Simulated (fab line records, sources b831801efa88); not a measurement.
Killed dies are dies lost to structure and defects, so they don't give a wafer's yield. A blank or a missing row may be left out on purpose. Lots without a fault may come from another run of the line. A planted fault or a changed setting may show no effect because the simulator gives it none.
A struck lot beside a sound one | flow sky130 | 43 steps out of a route of 708
Sound: wafers L950.3, L950.4, L950.5. Struck: wafer L955.4. (L955.1, L955.2 of the same lot were not struck and are left out.) The cause comes at the end.
At each step with rows: each side's tool, then ch and its chambers, then its first start. Under that, the readings that differ: sound wafers | struck wafers | difference of the means | sigmas: that difference in standard deviations of wafers without a fault.
alike: readings whose means differ by less than 2 such deviations, and words and numbers that are the same on both sides. not compared: withheld readings, readings that some wafer has no value for, bounds like >300 that may hide the same value, and numbers for which the record gives no deviation and whose values overlap.
The two part at a step that has a row with sigmas, a row that says differs or no value, or rows on one side only. Numbers that don't overlap but have no deviation are shown without sigmas and don't part them. A reading that every wafer of one side lacks parts them only if that side has two wafers or more.

first, 6 steps without rows for these wafers: SKY_VIA4_HMDS_05 (prime time 60 s); SKY_VIA4_COAT_06 (resist thk 1140 nm); SKY_VIA4_SOFTBAKE_07 (time 60 s); SKY_VIA4_EXPOSE_08 (exposes mask VIM4, target cd 800 nm); SKY_VIA4_PEB_09; SKY_VIA4_DEVELOP_10 (develop time 60 s).
SKY_VIA4_OVL_MEAS_11:
  sound on overlay-01, day 43 01:52; struck on overlay-02, day 44 12:50
  alike: VIA4_OVL
SKY_VIA4_ETCH_12: etches SiO2 in C4F8/O2/Ar, stops on TiN, target depth 580 nm.
  sound on rie_diel-02 ch 0,1, day 43 01:54; struck on rie_diel-02 ch 0, day 44 12:52
  reading               | sound             | struck | difference | sigmas
  oes_product_au (a.u.) | 0.920 0.935 0.937 | 0.918  | -0.013     | -3
  alike: rf_fwd_power_W
then, 4 steps without rows for these wafers: SKY_VIA4_STRIP_13 (strips in O2/N2); SKY_VIA4_STRIP_14 (strips in post etch residue remover, time 1200 s); SKY_VIA4_CLEAN_15 (cleans in IPA, time 180 s); SKY_VIA4_CLEAN_16 (cleans in O3/DIW).
SKY_VIA4_SPUTTER_17: material TiN, target thk 20 nm, time 80 s.
  sound on pvd_sputter-04, day 43 02:34; struck on pvd_sputter-02, day 44 13:32
  reading                | sound          | struck | difference | sigmas
  throttle_valve_pct (%) | 30.8 31.3 31.1 | 28.6   | -2.5       | -3
SKY_VIA4_CVD_18: deposits W, target thk 505 nm, time 152.14 s.
  sound on cvd_w-01 ch 0,1, day 43 02:40; struck on cvd_w-01 ch 1, day 44 13:35
  alike: heater_power_outer_w, heater_power_w
  not compared: since_wet_clean_h
SKY_VIA4_RS_MEAS_19: measures by four-point-probe.
  sound on film_metro-02, day 43 02:49; struck on film_metro-02, day 44 13:44
  alike: VIA4_W_RS
SKY_VIA4_THK_MEAS_20: measures by xrf.
  sound on film_metro-02, day 43 02:55; struck on film_metro-02, day 44 13:52
  alike: VIA4_W_THK
then, 1 step without rows for these wafers: SKY_VIA4_CMP_21 (polishes, stops on SiO2, t overpolish 25 s, target thk 0 nm).
SKY_METAL5_SPUTTER_00: material Ti, target thk 15 nm, time 10 s.
  sound on pvd_sputter-03, day 43 03:15; struck on pvd_sputter-02, day 44 14:13
  alike: throttle_valve_pct
then, 2 steps without rows for these wafers: SKY_METAL5_SPUTTER_01 (material TiN, target thk 20 nm, time 16.7 s); SKY_METAL5_SPUTTER_02 (material AlCu, target thk 1150 nm, time 61.2 s).
SKY_METAL5_SPUTTER_03: material Ti, target thk 5 nm, time 3.3 s.
  sound on pvd_sputter-03, day 43 03:21; struck on pvd_sputter-02, day 44 14:19
  alike: throttle_valve_pct
then, 1 step without rows for these wafers: SKY_METAL5_SPUTTER_04 (material TiN, target thk 70 nm, time 58.3 s).
SKY_METAL5_RS_MEAS_05: measures by four-point-probe.
  sound on film_metro-04, day 43 03:28; struck on film_metro-04, day 44 14:23
  alike: METAL5_ALCU_RS
SKY_METAL5_THK_MEAS_06: measures by xrf.
  sound on film_metro-04, day 43 03:34; struck on film_metro-04, day 44 14:31
  alike: METAL5_ALCU_THK
then, 13 steps without rows for these wafers: SKY_METAL5_DEHYDRATE_07 (time 60 s); SKY_METAL5_HMDS_08 (prime time 60 s); SKY_METAL5_COAT_09 (resist thk 1800 nm); SKY_METAL5_SOFTBAKE_10 (time 60 s); SKY_METAL5_EXPOSE_11 (exposes mask MM5, target cd 1600 nm); SKY_METAL5_PEB_12; SKY_METAL5_DEVELOP_13 (develop time 60 s); SKY_METAL5_DESCUM_14 (chemistry O2, time 11 s); SKY_METAL5_METAL_ETCH_15 (etches the open film in Cl2/BCl3, stops on SiO2, target depth 1260 nm, time 252 s); SKY_METAL5_STRIP_16 (strips in O2/N2); SKY_METAL5_STRIP_17 (strips in post etch residue remover, time 1200 s); SKY_METAL5_CLEAN_18 (cleans in IPA, time 180 s); SKY_METAL5_CLEAN_19 (cleans in O3/DIW).
SKY_PASSIVATION_CVD_00: deposits SiO2, target thk 90 nm.
  sound on pecvd-03 ch 1,2, day 44 02:39; struck on pecvd-04 ch 0, day 45 12:44
  alike: heater_power_outer_w, heater_power_w, rf_fwd_power_W
SKY_PASSIVATION_THK_MEAS_01:
  sound on film_metro-02, day 44 02:41; struck on film_metro-02, day 45 12:46
  alike: PASSIVATION_CVD_00_THK
then, 1 step without rows for these wafers: SKY_PASSIVATION_CVD_02 (deposits Si3N4, target thk 540 nm).
SKY_PASSIVATION_THK_MEAS_03:
  sound on film_metro-04, day 44 02:58; struck on film_metro-03, day 45 13:03
  alike: PASSIVATION_CVD_02_THK
then, 1 step without rows for these wafers: SKY_PASSIVATION_DEHYDRATE_04 (time 60 s).
SKY_PAD_OPEN_PROBE_99:
  sound on prober-01, day 46 00:15; struck on prober-02, day 47 09:40
  reading                               | sound         | struck | difference | sigmas
  killed_at_M4_up                       | 2 4 2         | 22     | +19        | +11
  sort_bin_3_pad_short (%)              | 1.2 0.6 0     | 2.4    | +1.8       | +4
  model.etest.tester.sort_bin_3_pct (%) | 1.22 0.6098 0 | 2.439  | +1.829     |
  alike: defect_limited_yield, killed_at_M0_to_M3, killed_at_contacts, killed_at_front_end, killed_at_other, killed_dies, killed_open, killed_short, sort_bin_5_function, sort_bin_6_memory, sort_n_pass, sort_yield_pct
  not compared: model.etest.tester.sort_n_pass, model.etest.tester.sort_yield_pct

WHERE THEY PART
First at SKY_VIA4_ETCH_12; last, within this record, at SKY_PAD_OPEN_PROBE_99.

WHY: what the simulator had put in
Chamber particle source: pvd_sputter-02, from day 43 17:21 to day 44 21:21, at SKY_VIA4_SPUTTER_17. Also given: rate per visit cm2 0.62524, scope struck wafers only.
